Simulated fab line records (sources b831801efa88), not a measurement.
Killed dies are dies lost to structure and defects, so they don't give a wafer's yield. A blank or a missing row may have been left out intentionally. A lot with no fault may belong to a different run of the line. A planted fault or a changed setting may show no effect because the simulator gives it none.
Which tool did it? / flow gf180mcu / 24 lots with 72 wafers sampled at 6 steps, on a route of 602 steps

## WHAT THE GAUGES SHOWED, per wafer
GF_SALICIDE_THK_MEAS_05: measures by xrf.
lot=L074; measured=day 14 20:56; on=filmMetro-03; SALICIDE_TIN_THK (nm)=19.9 19.8 20.0
lot=L075; measured=day 15 14:03; on=filmMetro-04; SALICIDE_TIN_THK (nm)=20.1 19.6 19.8
lot=L076; measured=day 15 18:42; on=filmMetro-04; SALICIDE_TIN_THK (nm)=19.2 19.6 19.4
lot=L077; measured=day 16 03:44; on=filmMetro-03; SALICIDE_TIN_THK (nm)=19.3 19.4 19.7
lot=L078; measured=day 16 21:30; on=filmMetro-04; SALICIDE_TIN_THK (nm)=19.6 19.4 19.4
lot=L079; measured=day 17 06:24; on=filmMetro-03; SALICIDE_TIN_THK (nm)=20.2 20.2 20.2
lot=L080; measured=day 17 19:00; on=filmMetro-01; SALICIDE_TIN_THK (nm)=19.8 19.9 20.1
lot=L081; measured=day 18 01:34; on=filmMetro-04; SALICIDE_TIN_THK (nm)=20.1 20.4 20.4
lot=L082; measured=day 18 04:23; on=filmMetro-01; SALICIDE_TIN_THK (nm)=19.5 19.8 19.6
lot=L083; measured=day 18 12:49; on=filmMetro-03; SALICIDE_TIN_THK (nm)=20.4 19.8 20.1
lot=L084; measured=day 18 18:49; on=filmMetro-01; SALICIDE_TIN_THK (nm)=19.8 19.6 19.6
lot=L085; measured=day 19 09:44; on=filmMetro-04; SALICIDE_TIN_THK (nm)=19.5 20.0 19.6
lot=L086; measured=day 19 15:31; on=filmMetro-04; SALICIDE_TIN_THK (nm)=20.0 19.5 19.8
lot=L087; measured=day 19 21:44; on=filmMetro-01; SALICIDE_TIN_THK (nm)=19.7 19.4 19.9
lot=L088; measured=day 20 13:50; on=filmMetro-01; SALICIDE_TIN_THK (nm)=19.4 19.8 19.6
lot=L089; measured=day 21 02:11; on=filmMetro-01; SALICIDE_TIN_THK (nm)=20.0 20.1 19.9
lot=L090; measured=day 21 04:17; on=filmMetro-01; SALICIDE_TIN_THK (nm)=19.7 19.8 19.8
lot=L091; measured=day 21 10:16; on=filmMetro-01; SALICIDE_TIN_THK (nm)=19.4 19.3 19.6
lot=L092; measured=day 21 17:23; on=filmMetro-03; SALICIDE_TIN_THK (nm)=19.9 19.7 20.0
lot=L093; measured=day 22 02:38; on=filmMetro-04; SALICIDE_TIN_THK (nm)=19.8 19.4 19.7
lot=L094; measured=day 22 08:40; on=filmMetro-01; SALICIDE_TIN_THK (nm)=19.8 19.2 19.1
lot=L095; measured=day 22 16:44; on=filmMetro-03; SALICIDE_TIN_THK (nm)=20.0 19.9 20.2
lot=L096; measured=day 22 20:02; on=filmMetro-03; SALICIDE_TIN_THK (nm)=19.7 20.1 19.7
lot=L097; measured=day 23 04:59; on=filmMetro-04; SALICIDE_TIN_THK (nm)=19.1 19.6 19.2

GF_M2_RS_MEAS_05: the measuring method here is four-point-probe.
lot=L074; measured=day 18 02:58; on=filmMetro-03; M2_ALCU_RS (ohm/sq)=0.0686 0.0701 0.0685
lot=L075; measured=day 18 15:01; on=filmMetro-04; M2_ALCU_RS (ohm/sq)=0.0685 0.0675 0.0686
lot=L076; measured=day 18 22:19; on=filmMetro-04; M2_ALCU_RS (ohm/sq)=0.0698 0.0692 0.0699
lot=L077; measured=day 19 08:05; on=filmMetro-01; M2_ALCU_RS (ohm/sq)=0.0699 0.0705 0.0700
lot=L078; measured=day 20 05:41; on=filmMetro-01; M2_ALCU_RS (ohm/sq)=0.0699 0.0696 0.0712
lot=L079; measured=day 20 12:22; on=filmMetro-01; M2_ALCU_RS (ohm/sq)=0.0709 0.0706 0.0708
lot=L080; measured=day 21 00:44; on=filmMetro-04; M2_ALCU_RS (ohm/sq)=0.0695 0.0682 0.0681
lot=L081; measured=day 21 07:16; on=filmMetro-04; M2_ALCU_RS (ohm/sq)=0.0690 0.0696 0.0688
lot=L082; measured=day 21 11:05; on=filmMetro-01; M2_ALCU_RS (ohm/sq)=0.0691 0.0698 0.0692
lot=L083; measured=day 21 18:58; on=filmMetro-03; M2_ALCU_RS (ohm/sq)=0.0691 0.0692 0.0689
lot=L084; measured=day 22 01:05; on=filmMetro-03; M2_ALCU_RS (ohm/sq)=0.0696 0.0693 0.0694
lot=L085; measured=day 22 15:01; on=filmMetro-01; M2_ALCU_RS (ohm/sq)=0.0693 0.0704 0.0706
lot=L086; measured=day 22 20:44; on=filmMetro-01; M2_ALCU_RS (ohm/sq)=0.0691 0.0693 0.0690
lot=L087; measured=day 23 03:12; on=filmMetro-04; M2_ALCU_RS (ohm/sq)=0.0701 0.0693 0.0705
lot=L088; measured=day 23 17:36; on=filmMetro-04; M2_ALCU_RS (ohm/sq)=0.0696 0.0692 0.0694
lot=L089; measured=day 24 06:07; on=filmMetro-03; M2_ALCU_RS (ohm/sq)=0.0696 0.0689 0.0689
lot=L090; measured=day 24 07:11; on=filmMetro-01; M2_ALCU_RS (ohm/sq)=0.0699 0.0700 0.0703
lot=L091; measured=day 24 13:24; on=filmMetro-01; M2_ALCU_RS (ohm/sq)=0.0698 0.0698 0.0704
lot=L092; measured=day 24 20:03; on=filmMetro-04; M2_ALCU_RS (ohm/sq)=0.0701 0.0705 0.0705
lot=L093; measured=day 25 04:59; on=filmMetro-04; M2_ALCU_RS (ohm/sq)=0.0674 0.0681 0.0684
lot=L094; measured=day 25 09:39; on=filmMetro-03; M2_ALCU_RS (ohm/sq)=0.0698 0.0701 0.0693
lot=L095; measured=day 25 14:58; on=filmMetro-04; M2_ALCU_RS (ohm/sq)=0.0686 0.0687 0.0689
lot=L096; measured=day 25 21:09; on=filmMetro-04; M2_ALCU_RS (ohm/sq)=0.0695 0.0683 0.0686
lot=L097; measured=day 26 03:47; on=filmMetro-04; M2_ALCU_RS (ohm/sq)=0.0700 0.0697 0.0695

GF_M4_OVL_MEAS_15.
lot=L074; measured=day 23 06:35; on=overlay-02; M4_OVL (nm)=3 8 12
lot=L075; measured=day 23 19:32; on=overlay-02; M4_OVL (nm)=1 9 9
lot=L076; measured=day 24 03:19; on=overlay-02; M4_OVL (nm)=8 10 4
lot=L077; measured=day 24 11:52; on=overlay-02; M4_OVL (nm)=-6 -1 -5
lot=L078; measured=day 25 06:53; on=overlay-02; M4_OVL (nm)=-3 1 -3
lot=L079; measured=day 25 12:47; on=overlay-02; M4_OVL (nm)=-2 4 -2
lot=L080; measured=day 26 03:55; on=overlay-02; M4_OVL (nm)=-3 3 -1
lot=L081; measured=day 26 06:53; on=overlay-02; M4_OVL (nm)=2 11 8
lot=L082; measured=day 26 09:20; on=overlay-02; M4_OVL (nm)=-4 1 -1
lot=L083; measured=day 26 16:23; on=overlay-02; M4_OVL (nm)=5 4 4
lot=L084; measured=day 26 21:56; on=overlay-02; M4_OVL (nm)=4 1 -1
lot=L085; measured=day 27 10:41; on=overlay-02; M4_OVL (nm)=-6 -3 -9
lot=L086; measured=day 27 15:37; on=overlay-02; M4_OVL (nm)=-11 0 -7
lot=L087; measured=day 27 20:59; on=overlay-02; M4_OVL (nm)=4 3 7
lot=L088; measured=day 28 08:44; on=overlay-02; M4_OVL (nm)=9 1 3
lot=L089; measured=day 28 20:26; on=overlay-02; M4_OVL (nm)=11 -6 6
lot=L090; measured=day 28 20:47; on=overlay-01; M4_OVL (nm)=0 5 -2
lot=L091; measured=day 29 01:35; on=overlay-01; M4_OVL (nm)=4 -5 -2
lot=L092; measured=day 29 07:50; on=overlay-02; M4_OVL (nm)=6 -2 -5
lot=L093; measured=day 29 15:08; on=overlay-01; M4_OVL (nm)=0 1 6
lot=L094; measured=day 29 19:35; on=overlay-01; M4_OVL (nm)=-1 2 -1
lot=L095; measured=day 30 01:14; on=overlay-01; M4_OVL (nm)=3 8 6
lot=L096; measured=day 30 05:41; on=overlay-02; M4_OVL (nm)=1 -13 -5
lot=L097; measured=day 30 11:25; on=overlay-01; M4_OVL (nm)=-3 0 -6

GF_V4_CD_MEAS_14 targets a cd of 260 nm.
lot=L074; measured=day 24 06:16; on=cdSem-01; cdNm (nm)=260.5 261.5 260.2
lot=L075; measured=day 24 19:45; on=cdSem-01; cdNm (nm)=261.9 262.6 261.9
lot=L076; measured=day 25 02:09; on=cdSem-02; cdNm (nm)=260.7 259.6 260.4
lot=L077; measured=day 25 10:55; on=cdSem-01; cdNm (nm)=258.8 260.9 259.7
lot=L078; measured=day 26 05:11; on=cdSem-02; cdNm (nm)=261.5 261.6 260.8
lot=L079; measured=day 26 10:43; on=cdSem-01; cdNm (nm)=258.9 259.9 259.3
lot=L080; measured=day 27 02:00; on=cdSem-02; cdNm (nm)=256.1 257.9 257.8
lot=L081; measured=day 27 05:08; on=cdSem-01; cdNm (nm)=259.3 260.0 260.4
lot=L082; measured=day 27 07:37; on=cdSem-02; cdNm (nm)=258.6 259.6 257.7
lot=L083; measured=day 27 14:30; on=cdSem-01; cdNm (nm)=261.9 260.8 262.0
lot=L084; measured=day 27 19:22; on=cdSem-01; cdNm (nm)=261.0 260.9 260.6
lot=L085; measured=day 28 07:40; on=cdSem-01; cdNm (nm)=258.3 260.2 259.6
lot=L086; measured=day 28 12:43; on=cdSem-02; cdNm (nm)=260.9 262.4 260.9
lot=L087; measured=day 28 16:50; on=cdSem-02; cdNm (nm)=260.3 260.6 260.4
lot=L088; measured=day 29 04:59; on=cdSem-01; cdNm (nm)=258.6 259.1 259.1
lot=L089; measured=day 29 15:50; on=cdSem-02; cdNm (nm)=260.6 259.4 259.7
lot=L090; measured=day 29 17:22; on=cdSem-02; cdNm (nm)=258.0 258.1 259.7
lot=L091; measured=day 29 21:40; on=cdSem-02; cdNm (nm)=260.7 260.6 258.8
lot=L092; measured=day 30 04:25; on=cdSem-01; cdNm (nm)=260.0 258.8 261.4
lot=L093; measured=day 30 10:23; on=cdSem-02; cdNm (nm)=259.0 260.7 259.6
lot=L094; measured=day 30 15:10; on=cdSem-02; cdNm (nm)=260.4 260.9 259.9
lot=L095; measured=day 30 21:31; on=cdSem-02; cdNm (nm)=261.3 262.1 261.3
lot=L096; measured=day 31 00:58; on=cdSem-01; cdNm (nm)=261.0 259.5 260.8
lot=L097; measured=day 31 07:48; on=cdSem-01; cdNm (nm)=258.4 259.9 259.7

GF_MIM_RS_MEAS_10: the measuring method here is four-point-probe.
lot=L074; measured=day 24 08:18; on=filmMetro-02; MIM_ALCU_RS (ohm/sq)=0.1586 0.1602 0.1619
lot=L075; measured=day 24 21:49; on=filmMetro-02; MIM_ALCU_RS (ohm/sq)=0.1628 0.1632 0.1627
lot=L076; measured=day 25 04:14; on=filmMetro-02; MIM_ALCU_RS (ohm/sq)=0.1600 0.1606 0.1624
lot=L077; measured=day 25 12:58; on=filmMetro-02; MIM_ALCU_RS (ohm/sq)=0.1582 0.1595 0.1586
lot=L078; measured=day 26 07:10; on=filmMetro-02; MIM_ALCU_RS (ohm/sq)=0.1592 0.1598 0.1622
lot=L079; measured=day 26 12:44; on=filmMetro-01; MIM_ALCU_RS (ohm/sq)=0.1611 0.1601 0.1584
lot=L080; measured=day 27 04:20; on=filmMetro-02; MIM_ALCU_RS (ohm/sq)=0.1590 0.1589 0.1613
lot=L081; measured=day 27 07:04; on=filmMetro-03; MIM_ALCU_RS (ohm/sq)=0.1611 0.1613 0.1612
lot=L082; measured=day 27 09:38; on=filmMetro-02; MIM_ALCU_RS (ohm/sq)=0.1611 0.1622 0.1592
lot=L083; measured=day 27 16:29; on=filmMetro-01; MIM_ALCU_RS (ohm/sq)=0.1591 0.1572 0.1597
lot=L084; measured=day 27 21:19; on=filmMetro-03; MIM_ALCU_RS (ohm/sq)=0.1596 0.1613 0.1598
lot=L085; measured=day 28 09:50; on=filmMetro-01; MIM_ALCU_RS (ohm/sq)=0.1609 0.1610 0.1609
lot=L086; measured=day 28 14:38; on=filmMetro-02; MIM_ALCU_RS (ohm/sq)=0.1579 0.1566 0.1583
lot=L087; measured=day 28 18:48; on=filmMetro-01; MIM_ALCU_RS (ohm/sq)=0.1606 0.1586 0.1613
lot=L088; measured=day 29 06:56; on=filmMetro-01; MIM_ALCU_RS (ohm/sq)=0.1596 0.1601 0.1590
lot=L089; measured=day 29 17:46; on=filmMetro-03; MIM_ALCU_RS (ohm/sq)=0.1600 0.1612 0.1604
lot=L090; measured=day 29 19:18; on=filmMetro-03; MIM_ALCU_RS (ohm/sq)=0.1575 0.1592 0.1589
lot=L091; measured=day 29 23:43; on=filmMetro-01; MIM_ALCU_RS (ohm/sq)=0.1612 0.1596 0.1603
lot=L092; measured=day 30 06:23; on=filmMetro-03; MIM_ALCU_RS (ohm/sq)=0.1601 0.1589 0.1614
lot=L093; measured=day 30 12:20; on=filmMetro-01; MIM_ALCU_RS (ohm/sq)=0.1597 0.1597 0.1581
lot=L094; measured=day 30 17:06; on=filmMetro-01; MIM_ALCU_RS (ohm/sq)=0.1581 0.1574 0.1586
lot=L095; measured=day 30 23:27; on=filmMetro-01; MIM_ALCU_RS (ohm/sq)=0.1596 0.1590 0.1582
lot=L096; measured=day 31 02:59; on=filmMetro-01; MIM_ALCU_RS (ohm/sq)=0.1617 0.1608 0.1609
lot=L097; measured=day 31 09:44; on=filmMetro-02; MIM_ALCU_RS (ohm/sq)=0.1602 0.1622 0.1630

## TOOL THAT RAN EACH LOT (tool first, then ch and the chambers of the sampled wafers, then the start)
lot=L074; GF_V1_CMP_04=cmp-01 ch 0,2, day 17 01:34
lot=L075; GF_V1_CMP_04=cmp-02 ch 0,2, day 17 13:59
lot=L076; GF_V1_CMP_04=cmp-01 ch 1,2,3, day 17 20:38
lot=L077; GF_V1_CMP_04=cmp-01 ch 1,3, day 18 05:25
lot=L078; GF_V1_CMP_04=cmp-01 ch 1,2,3, day 19 04:05
lot=L079; GF_V1_CMP_04=cmp-02 ch 0,1,2, day 19 10:14
lot=L080; GF_V1_CMP_04=cmp-01 ch 0,2,3, day 19 22:24
lot=L081; GF_V1_CMP_04=cmp-02 ch 1,3, day 20 05:10
lot=L082; GF_V1_CMP_04=cmp-01 ch 0,1,2, day 20 08:49
lot=L083; GF_V1_CMP_04=cmp-02 ch 2,3, day 20 16:44
lot=L084; GF_V1_CMP_04=cmp-02 ch 0,3, day 20 23:11
lot=L085; GF_V1_CMP_04=cmp-02 ch 0,1, day 21 13:22
lot=L086; GF_V1_CMP_04=cmp-01 ch 0,2,3, day 21 19:12
lot=L087; GF_V1_CMP_04=cmp-01 ch 2,3, day 22 01:46
lot=L088; GF_V1_CMP_04=cmp-02 ch 1,2, day 22 17:29
lot=L089; GF_V1_CMP_04=cmp-01 ch 2,3, day 23 05:47
lot=L090; GF_V1_CMP_04=cmp-02 ch 0,1,2, day 23 06:55
lot=L091; GF_V1_CMP_04=cmp-01 ch 0,3, day 23 12:41
lot=L092; GF_V1_CMP_04=cmp-01 ch 0,1,2, day 23 19:38
lot=L093; GF_V1_CMP_04=cmp-01 ch 0,1,2, day 24 04:44
lot=L094; GF_V1_CMP_04=cmp-01 ch 0,1,3, day 24 10:16
lot=L095; GF_V1_CMP_04=cmp-01 ch 0,2,3, day 24 15:22
lot=L096; GF_V1_CMP_04=cmp-02 ch 0,1,3, day 24 20:42
lot=L097; GF_V1_CMP_04=cmp-02 ch 0,1,3, day 25 05:00
- GF_V1_CMP_04: polishes SiO2.

## WHAT THE TOOLS THEMSELVES READ (means of the sampled wafers that have a number; where no wafer has one, the mark that the record gives instead)
GF_V1_CMP_04.
lot=L074; tool=cmp-01; edgeZonePressureFrac=0.999; motorCurrentA (A)=12.3; timeToEndpointS (s)=74
lot=L075; tool=cmp-02; edgeZonePressureFrac=1.003; motorCurrentA (A)=13.1; timeToEndpointS (s)=74
lot=L076; tool=cmp-01; edgeZonePressureFrac=1.002; motorCurrentA (A)=11.8; timeToEndpointS (s)=75
lot=L077; tool=cmp-01; edgeZonePressureFrac=0.997; motorCurrentA (A)=12.2; timeToEndpointS (s)=81
lot=L078; tool=cmp-01; edgeZonePressureFrac=1.002; motorCurrentA (A)=12.0; timeToEndpointS (s)=76
lot=L079; tool=cmp-02; edgeZonePressureFrac=1.003; motorCurrentA (A)=12.6; timeToEndpointS (s)=77
lot=L080; tool=cmp-01; edgeZonePressureFrac=1.003; motorCurrentA (A)=12.1; timeToEndpointS (s)=79
lot=L081; tool=cmp-02; edgeZonePressureFrac=1.007; motorCurrentA (A)=11.3; timeToEndpointS (s)=86
lot=L082; tool=cmp-01; edgeZonePressureFrac=1.001; motorCurrentA (A)=13.0; timeToEndpointS (s)=75
lot=L083; tool=cmp-02; edgeZonePressureFrac=0.997; motorCurrentA (A)=13.6; timeToEndpointS (s)=83
lot=L084; tool=cmp-02; edgeZonePressureFrac=0.998; motorCurrentA (A)=12.1; timeToEndpointS (s)=82
lot=L085; tool=cmp-02; edgeZonePressureFrac=1.000; motorCurrentA (A)=11.6; timeToEndpointS (s)=77
lot=L086; tool=cmp-01; edgeZonePressureFrac=1.000; motorCurrentA (A)=12.1; timeToEndpointS (s)=77
lot=L087; tool=cmp-01; edgeZonePressureFrac=0.997; motorCurrentA (A)=11.2; timeToEndpointS (s)=73
lot=L088; tool=cmp-02; edgeZonePressureFrac=1.001; motorCurrentA (A)=14.2; timeToEndpointS (s)=76
lot=L089; tool=cmp-01; edgeZonePressureFrac=0.999; motorCurrentA (A)=11.2; timeToEndpointS (s)=76
lot=L090; tool=cmp-02; edgeZonePressureFrac=1.001; motorCurrentA (A)=12.7; timeToEndpointS (s)=83
lot=L091; tool=cmp-01; edgeZonePressureFrac=0.997; motorCurrentA (A)=12.3; timeToEndpointS (s)=86
lot=L092; tool=cmp-01; edgeZonePressureFrac=1.002; motorCurrentA (A)=13.1; timeToEndpointS (s)=85
lot=L093; tool=cmp-01; edgeZonePressureFrac=1.002; motorCurrentA (A)=12.6; timeToEndpointS (s)=86
lot=L094; tool=cmp-01; edgeZonePressureFrac=0.998; motorCurrentA (A)=12.2; timeToEndpointS (s)=78
lot=L095; tool=cmp-01; edgeZonePressureFrac=1.001; motorCurrentA (A)=12.0; timeToEndpointS (s)=85
lot=L096; tool=cmp-02; edgeZonePressureFrac=1.001; motorCurrentA (A)=11.9; timeToEndpointS (s)=81
lot=L097; tool=cmp-02; edgeZonePressureFrac=1.000; motorCurrentA (A)=11.8; timeToEndpointS (s)=78

## THE ANSWER, worked out from the rows above alone
Rule: what is usual is taken from the lots themselves. Put in order of their means at a reading, lots are off if they are a third of the lots or fewer, leave a main group of 4 or more, and stand apart from it by a gap of 3 or more times the standard deviation of the main group's means; of several such gaps the widest counts. A main group whose means are all the same, to the digits that the tables above print for the reading, isn't used. Also off: a lot with no number at a reading for which 4 or more lots have one. Where the step has rows for the other lots, those lots are counted as sound. First the gauges in route order, then the tools' own readings, where a lot's mean is used as printed above. At the first step where some lot is off, the reading lying furthest off is the one used; lots without a number count as furthest.
No lot is off at any reading shown: from this, nothing can be told.

## WHAT WAS PUT IN BY THE SIMULATOR
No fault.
